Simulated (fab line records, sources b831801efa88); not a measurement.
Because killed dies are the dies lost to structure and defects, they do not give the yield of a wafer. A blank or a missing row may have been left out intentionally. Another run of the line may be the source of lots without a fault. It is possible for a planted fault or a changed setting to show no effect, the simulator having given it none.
A struck lot beside a sound one | flow sky130 | 14 out of 708 route steps
Sound: these wafers, L623.3, L623.5, L623.6. The struck wafers were L642.1, L642.5, L642.6. Last of all comes the cause.
Order at every step that has rows: each side's tool, ch and its chambers, its first start. Under that, the readings that differ: sound wafers | struck wafers | difference of the means | sigmas: that difference in standard deviations of wafers without a fault.
alike: words and numbers the same on both sides, and readings whose means are apart by under 2 such deviations; not compared: readings that were withheld, readings missing a value for some wafer, numbers with overlapping values and no deviation given by the record, and bounds like >300 which may hide the same value.
Wherever a step has rows on one side only, a row that says differs or no value, or a row with sigmas, the two part there. Numbers that have no deviation but don't overlap get no sigmas and don't part them. A reading that every wafer of one side lacks parts them only if that side has two wafers or more.

SKY_RES_XHIGH_TW_MEAS_09:
  sound: film metro-03 at day 27 15:01; struck: film metro-02 at day 33 04:51
  alike: RES_XHIGH_TW
then, 7 steps without rows for these wafers: SKY_SD_N_DEHYDRATE_00 (time 60 s); SKY_SD_N_HMDS_01 (prime time 60 s); SKY_SD_N_COAT_02 (resist thk 1140 nm); SKY_SD_N_SOFTBAKE_03 (time 60 s); SKY_SD_N_EXPOSE_04 (exposes mask NSDM, target cd 380 nm); SKY_SD_N_PEB_05; SKY_SD_N_DEVELOP_06 (develop time 60 s).
SKY_SD_N_CD_MEAS_07: the cd target is 380 nm.
  sound: cd sem-02 at day 28 18:46; struck: cd sem-01 at day 34 07:43
  alike: cd nm
SKY_SD_N_OVL_MEAS_08:
  sound: overlay-01 at day 28 18:52; struck: overlay-01 at day 34 07:50
  alike: SD_N_OVL
then, 2 steps without rows for these wafers: SKY_SD_N_IMPLANT_09; SKY_SD_N_IMPLANT_10.
SKY_SD_N_STRIP_11: strips in O2/N2.
  sound on plasma asher-02 ch 0,1, day 28 19:13; struck on plasma asher-01 ch 0,1, day 34 08:10
  reading                                   | sound             | struck            | difference                    | sigmas
  oes product au (a.u.)                     | 0.524 0.534 0.532 | 0.454 0.457 0.456 | -0.074                        | -17
  strip time to endpoint s (s)              | 22.53 22.58 22.54 | - - -             | no value on the struck wafers |
  model.NOVOLAK_of_SD_N_COAT_02.thk nm (nm) | 0 0 0             | 621.5 621.4 620.5 | +621.1                        |
  alike: drypump motor current A, n2 flow sccm
  not compared: rf hours counter h
SKY_SD_N_TW_MEAS_12:
  sound: film metro-03 at day 28 19:18; struck: film metro-03 at day 34 08:16
  alike: SD_N_TW

## WHERE THEY PART
SKY_SD_N_STRIP_11 only, going by this record. Later steps at which nothing parts them and some readings are alike: SKY_SD_N_TW_MEAS_12.

WHY: whatever the simulator had introduced
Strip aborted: plasma asher-01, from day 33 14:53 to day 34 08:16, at SKY_SD_N_STRIP_11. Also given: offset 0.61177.
